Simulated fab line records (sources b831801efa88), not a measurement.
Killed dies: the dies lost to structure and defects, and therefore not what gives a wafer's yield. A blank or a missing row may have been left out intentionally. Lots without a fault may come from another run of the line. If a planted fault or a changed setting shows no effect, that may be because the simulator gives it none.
Lot-split experiment || flow sfqLine || 27 wafers read from 5 lots, route of 325 steps

## THE SPLIT ITSELF
At SFQ_TRILAYER_INCOMING_OXIDATION_002 (target thk 500 nm, ox time 4939 s), the setting oxTimeS was moved away from the recipe's 4939 s on 24 of the 27 wafers read, by -41.0% to +37.7%. All remaining wafers had this setting at the recipe value.

Reading taken at the split's own step.

## THE READING
SiO2_of_TRILAYER_INCOMING_OXIDATION_002.thkNm (the simulator's own value, which no gauge read), in nm, at SFQ_TRILAYER_INCOMING_OXIDATION_002 (target thk 500 nm, ox time 4939 s). The file does not state a usual value for it. Across the 3 wafers here that went through the recipe, the average is 516.9 nm and the standard deviation 0.22 nm.

{"wafer": "L075.1", "tool, chamber at the split": "-, -", "oxTimeS as run, s": 3132, "against the recipe": "-36.6%", "SiO2_of_TRILAYER_INCOMING_OXIDATION_002.thkNm, nm": 362.8, "against lot-mates on the recipe": "no lot-mate on the recipe"}
{"wafer": "L075.2", "tool, chamber at the split": "-, -", "oxTimeS as run, s": 3132, "against the recipe": "-36.6%", "SiO2_of_TRILAYER_INCOMING_OXIDATION_002.thkNm, nm": 361.9, "against lot-mates on the recipe": "no lot-mate on the recipe"}
{"wafer": "L075.3", "tool, chamber at the split": "-, -", "oxTimeS as run, s": 3132, "against the recipe": "-36.6%", "SiO2_of_TRILAYER_INCOMING_OXIDATION_002.thkNm, nm": 356.3, "against lot-mates on the recipe": "no lot-mate on the recipe"}
{"wafer": "L075.4", "tool, chamber at the split": "-, -", "oxTimeS as run, s": 3132, "against the recipe": "-36.6%", "SiO2_of_TRILAYER_INCOMING_OXIDATION_002.thkNm, nm": 358.4, "against lot-mates on the recipe": "no lot-mate on the recipe"}
{"wafer": "L075.5", "tool, chamber at the split": "-, -", "oxTimeS as run, s": 3132, "against the recipe": "-36.6%", "SiO2_of_TRILAYER_INCOMING_OXIDATION_002.thkNm, nm": 353.3, "against lot-mates on the recipe": "no lot-mate on the recipe"}
{"wafer": "L075.6", "tool, chamber at the split": "-, -", "oxTimeS as run, s": 3132, "against the recipe": "-36.6%", "SiO2_of_TRILAYER_INCOMING_OXIDATION_002.thkNm, nm": 358.7, "against lot-mates on the recipe": "no lot-mate on the recipe"}
{"wafer": "L076.3", "tool, chamber at the split": "furnace-02, 0", "oxTimeS as run, s": 4939, "against the recipe": "recipe", "SiO2_of_TRILAYER_INCOMING_OXIDATION_002.thkNm, nm": 516.7, "against lot-mates on the recipe": "-"}
{"wafer": "L076.4", "tool, chamber at the split": "furnace-02, 0", "oxTimeS as run, s": 4939, "against the recipe": "recipe", "SiO2_of_TRILAYER_INCOMING_OXIDATION_002.thkNm, nm": 517.2, "against lot-mates on the recipe": "-"}
{"wafer": "L076.5", "tool, chamber at the split": "furnace-02, 0", "oxTimeS as run, s": 4939, "against the recipe": "recipe", "SiO2_of_TRILAYER_INCOMING_OXIDATION_002.thkNm, nm": 516.8, "against lot-mates on the recipe": "-"}
{"wafer": "L078.1", "tool, chamber at the split": "-, -", "oxTimeS as run, s": 6802, "against the recipe": "+37.7%", "SiO2_of_TRILAYER_INCOMING_OXIDATION_002.thkNm, nm": 616.9, "against lot-mates on the recipe": "no lot-mate on the recipe"}
{"wafer": "L078.2", "tool, chamber at the split": "-, -", "oxTimeS as run, s": 6802, "against the recipe": "+37.7%", "SiO2_of_TRILAYER_INCOMING_OXIDATION_002.thkNm, nm": 616.6, "against lot-mates on the recipe": "no lot-mate on the recipe"}
{"wafer": "L078.3", "tool, chamber at the split": "-, -", "oxTimeS as run, s": 6802, "against the recipe": "+37.7%", "SiO2_of_TRILAYER_INCOMING_OXIDATION_002.thkNm, nm": 612.7, "against lot-mates on the recipe": "no lot-mate on the recipe"}
{"wafer": "L078.4", "tool, chamber at the split": "-, -", "oxTimeS as run, s": 6802, "against the recipe": "+37.7%", "SiO2_of_TRILAYER_INCOMING_OXIDATION_002.thkNm, nm": 619.3, "against lot-mates on the recipe": "no lot-mate on the recipe"}
{"wafer": "L078.5", "tool, chamber at the split": "-, -", "oxTimeS as run, s": 6802, "against the recipe": "+37.7%", "SiO2_of_TRILAYER_INCOMING_OXIDATION_002.thkNm, nm": 608.5, "against lot-mates on the recipe": "no lot-mate on the recipe"}
{"wafer": "L078.6", "tool, chamber at the split": "-, -", "oxTimeS as run, s": 6802, "against the recipe": "+37.7%", "SiO2_of_TRILAYER_INCOMING_OXIDATION_002.thkNm, nm": 615.8, "against lot-mates on the recipe": "no lot-mate on the recipe"}
{"wafer": "L080.1", "tool, chamber at the split": "-, -", "oxTimeS as run, s": 2914, "against the recipe": "-41.0%", "SiO2_of_TRILAYER_INCOMING_OXIDATION_002.thkNm, nm": 357.6, "against lot-mates on the recipe": "no lot-mate on the recipe"}
{"wafer": "L080.2", "tool, chamber at the split": "-, -", "oxTimeS as run, s": 2914, "against the recipe": "-41.0%", "SiO2_of_TRILAYER_INCOMING_OXIDATION_002.thkNm, nm": 354.2, "against lot-mates on the recipe": "no lot-mate on the recipe"}
{"wafer": "L080.3", "tool, chamber at the split": "-, -", "oxTimeS as run, s": 2914, "against the recipe": "-41.0%", "SiO2_of_TRILAYER_INCOMING_OXIDATION_002.thkNm, nm": 356.5, "against lot-mates on the recipe": "no lot-mate on the recipe"}
{"wafer": "L080.4", "tool, chamber at the split": "-, -", "oxTimeS as run, s": 2914, "against the recipe": "-41.0%", "SiO2_of_TRILAYER_INCOMING_OXIDATION_002.thkNm, nm": 350.3, "against lot-mates on the recipe": "no lot-mate on the recipe"}
{"wafer": "L080.5", "tool, chamber at the split": "-, -", "oxTimeS as run, s": 2914, "against the recipe": "-41.0%", "SiO2_of_TRILAYER_INCOMING_OXIDATION_002.thkNm, nm": 359.3, "against lot-mates on the recipe": "no lot-mate on the recipe"}
{"wafer": "L080.6", "tool, chamber at the split": "-, -", "oxTimeS as run, s": 2914, "against the recipe": "-41.0%", "SiO2_of_TRILAYER_INCOMING_OXIDATION_002.thkNm, nm": 357.9, "against lot-mates on the recipe": "no lot-mate on the recipe"}
{"wafer": "L084.1", "tool, chamber at the split": "-, -", "oxTimeS as run, s": 5760, "against the recipe": "+16.6%", "SiO2_of_TRILAYER_INCOMING_OXIDATION_002.thkNm, nm": 564.4, "against lot-mates on the recipe": "no lot-mate on the recipe"}
{"wafer": "L084.2", "tool, chamber at the split": "-, -", "oxTimeS as run, s": 5760, "against the recipe": "+16.6%", "SiO2_of_TRILAYER_INCOMING_OXIDATION_002.thkNm, nm": 558.8, "against lot-mates on the recipe": "no lot-mate on the recipe"}
{"wafer": "L084.3", "tool, chamber at the split": "-, -", "oxTimeS as run, s": 5760, "against the recipe": "+16.6%", "SiO2_of_TRILAYER_INCOMING_OXIDATION_002.thkNm, nm": 554.6, "against lot-mates on the recipe": "no lot-mate on the recipe"}
{"wafer": "L084.4", "tool, chamber at the split": "-, -", "oxTimeS as run, s": 5760, "against the recipe": "+16.6%", "SiO2_of_TRILAYER_INCOMING_OXIDATION_002.thkNm, nm": 555.7, "against lot-mates on the recipe": "no lot-mate on the recipe"}
{"wafer": "L084.5", "tool, chamber at the split": "-, -", "oxTimeS as run, s": 5760, "against the recipe": "+16.6%", "SiO2_of_TRILAYER_INCOMING_OXIDATION_002.thkNm, nm": 556.7, "against lot-mates on the recipe": "no lot-mate on the recipe"}
{"wafer": "L084.6", "tool, chamber at the split": "-, -", "oxTimeS as run, s": 5760, "against the recipe": "+16.6%", "SiO2_of_TRILAYER_INCOMING_OXIDATION_002.thkNm, nm": 554.7, "against lot-mates on the recipe": "no lot-mate on the recipe"}

FIT RESULTS
A straight line over all 27 wafers: SiO2_of_TRILAYER_INCOMING_OXIDATION_002.thkNm changes by +3.44 nm for each +1% of oxTimeS; r = +1.00; the points scatter about the line by 11 nm.
Too few moved wafers with a lot-mate on the recipe to fit a line net of each lot's own level.

## THE FILE'S OWN FIT
SiO2_of_TRILAYER_INCOMING_OXIDATION_002.thkNm changes by +3.44 nm for each +1% of oxTimeS, r = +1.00.
